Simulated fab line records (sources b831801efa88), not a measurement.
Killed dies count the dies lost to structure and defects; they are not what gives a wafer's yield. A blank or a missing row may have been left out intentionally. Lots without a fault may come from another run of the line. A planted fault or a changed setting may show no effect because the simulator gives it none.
Which tool is to blame? -- flow sky130 -- 12 lots, 36 wafers sampled, at 4 steps of a route of 708

== WHAT EACH GAUGE READ, for each wafer ==
SKY_VIA3_CD_MEAS_12: target cd 200 nm.
lot,measured,on,cdNm (nm)
L926,day 39 14:38,cdSem-02,201.8 202.4 201.5
L927,day 39 20:16,cdSem-01,198.5 197.8 199.6
L928,day 40 07:47,cdSem-01,199.8 199.9 201.3
L931,day 41 00:35,cdSem-01,199.2 197.3 198.9
L934,day 42 00:41,cdSem-01,202.1 201.9 200.4
L936,day 42 11:44,cdSem-01,200.0 198.8 199.0
L937,day 42 21:22,cdSem-01,198.7 199.0 199.4
L940,day 43 14:12,cdSem-02,200.4 201.7 201.5
L942,day 44 05:44,cdSem-01,202.3 201.8 202.1
L945,day 45 01:41,cdSem-02,200.8 201.1 200.5
L948,day 45 11:01,cdSem-01,199.2 198.5 198.6
L949,day 45 14:35,cdSem-02,200.6 199.8 200.9

== WHAT TOOL EACH LOT RAN ON (gives the tool, then ch and the chambers of the sampled wafers, and finally the start) ==
lot,SKY_VIA2_CMP_02,SKY_VIA2_CVD_21,SKY_METAL3_ETCH_16
L926,"cmp-02 ch 1,2, day 35 02:23","cvdW-01 ch 0,1, day 36 06:34","rieMetal-01 ch 0,1, day 38 12:02"
L927,"cmp-02 ch 0,1,3, day 35 10:25","cvdW-01 ch 0,1, day 36 13:58","rieMetal-03 ch 0,1, day 38 18:17"
L928,"cmp-02 ch 0,1,2, day 35 22:26","cvdW-02 ch 0,1, day 37 01:24","rieMetal-04 ch 0,1, day 39 05:24"
L931,"cmp-01 ch 0,1, day 36 16:22","cvdW-02 ch 0,1, day 37 18:56","rieMetal-01 ch 0, day 39 22:23"
L934,"cmp-02 ch 0,2,3, day 37 17:22","cvdW-02 ch 0,1, day 38 19:44","rieMetal-03 ch 0,1, day 40 23:13"
L936,"cmp-01 ch 2,3, day 38 07:41","cvdW-01 ch 0,1, day 39 09:03","rieMetal-04 ch 0, day 41 10:53"
L937,"cmp-02 ch 1,2, day 38 16:08","cvdW-02 ch 0,1, day 39 18:07","rieMetal-04 ch 0,1, day 41 20:47"
L940,"cmp-02 ch 0,3, day 39 10:58","cvdW-02 ch 0,1, day 40 12:27","rieMetal-03 ch 0,1, day 42 12:37"
L942,"cmp-02 ch 0,1,2, day 40 03:16","cvdW-01 ch 0,1, day 41 04:57","rieMetal-03 ch 0,1, day 43 04:53"
L945,"cmp-02 ch 0,1,2, day 41 02:14","cvdW-02 ch 1, day 42 02:59","rieMetal-01 ch 0,1, day 44 02:41"
L948,"cmp-01 ch 0,2,3, day 41 11:43","cvdW-01 ch 0, day 42 12:25","rieMetal-04 ch 0,1, day 44 12:11"
L949,"cmp-01 ch 0,2,3, day 41 16:52","cvdW-01 ch 0,1, day 42 17:02","rieMetal-04 ch 0,1, day 44 16:16"
- SKY_VIA2_CMP_02: polishes SiO2.
- SKY_VIA2_CVD_21: deposits W, target thk 420 nm, time 126.4 s.
- SKY_METAL3_ETCH_16: etches BARC in N2/H2, stops on SiO2, time 88.2 s, target depth 60 nm.

== WHAT THE TOOLS THEMSELVES READ (means of the sampled wafers that have a number; where no wafer has one, the mark that the record gives instead) ==
SKY_VIA2_CMP_02.
lot,tool,motorCurrentA (A),slurryFlowMlMin
L926,cmp-02,12.9,149.9
L927,cmp-02,12.0,150.1
L928,cmp-02,12.4,150.1
L931,cmp-01,12.4,150.2
L934,cmp-02,11.6,149.5
L936,cmp-01,11.0,149.9
L937,cmp-02,12.8,150.1
L940,cmp-02,11.2,149.8
L942,cmp-02,12.7,150.1
L945,cmp-02,12.5,149.8
L948,cmp-01,11.4,150.1
L949,cmp-01,11.9,149.9

SKY_VIA2_CVD_21.
lot,tool,heaterPowerW (W)
L926,cvdW-01,973
L927,cvdW-01,1086
L928,cvdW-02,897
L931,cvdW-02,895
L934,cvdW-02,889
L936,cvdW-01,1007
L937,cvdW-02,892
L940,cvdW-02,903
L942,cvdW-01,1023
L945,cvdW-02,889
L948,cvdW-01,1126
L949,cvdW-01,1010

SKY_METAL3_ETCH_16.
lot,tool,drypumpMotorCurrentA (A),h2FlowSccm (sccm),oesProductAu (a.u.),rfFwdPowerW (W),throttleValvePct (%)
L926,rieMetal-01,5.5,199.7,0.625,497.0,13.194
L927,rieMetal-03,6.0,199.1,0.624,498.6,13.203
L928,rieMetal-04,6.3,200.2,0.623,496.4,13.203
L931,rieMetal-01,5.0,200.4,0.626,497.2,13.197
L934,rieMetal-03,6.0,199.8,0.622,497.1,13.201
L936,rieMetal-04,6.5,200.5,0.624,574.1,13.201
L937,rieMetal-04,6.2,199.5,0.622,577.8,13.202
L940,rieMetal-03,5.9,199.8,0.628,499.0,13.206
L942,rieMetal-03,6.0,200.0,0.623,498.3,13.210
L945,rieMetal-01,5.2,200.3,0.628,495.6,13.202
L948,rieMetal-04,6.2,200.0,0.624,496.8,13.207
L949,rieMetal-04,6.2,200.4,0.630,497.3,13.206

== THE ANSWER, worked out from the rows above alone ==
Rule: usual is defined by the lots themselves. Put in order of their means at a reading, lots are off if they are a third of the lots or fewer, leave a main group of 4 or more, and stand apart from it by a gap of 3 or more times the standard deviation of the main group's means; of several such gaps the widest counts. The tables above print the reading to a certain number of digits; a main group whose means all agree to those digits is not used. A lot without any number at a reading at which 4 lots or more have one is off too. The other lots that the step has rows for count as sound. After the gauges, taken in route order, come the tools' own readings; for these a lot's mean is taken, as printed above. At the first step where some lot is off, the reading lying furthest off is the one used; lots without a number count as furthest.
Off at SKY_METAL3_ETCH_16 (rfFwdPowerW): L936, L937. For the main group the mean is 497.3 W and the standard deviation 0.98.
If a tool, at that step or one of the process steps before it, ran each lot that is off and ran no sound lot following the first of them, it fits. Not one of the candidates tried fits.

== WHAT THE SIMULATOR HAD PUT IN ==
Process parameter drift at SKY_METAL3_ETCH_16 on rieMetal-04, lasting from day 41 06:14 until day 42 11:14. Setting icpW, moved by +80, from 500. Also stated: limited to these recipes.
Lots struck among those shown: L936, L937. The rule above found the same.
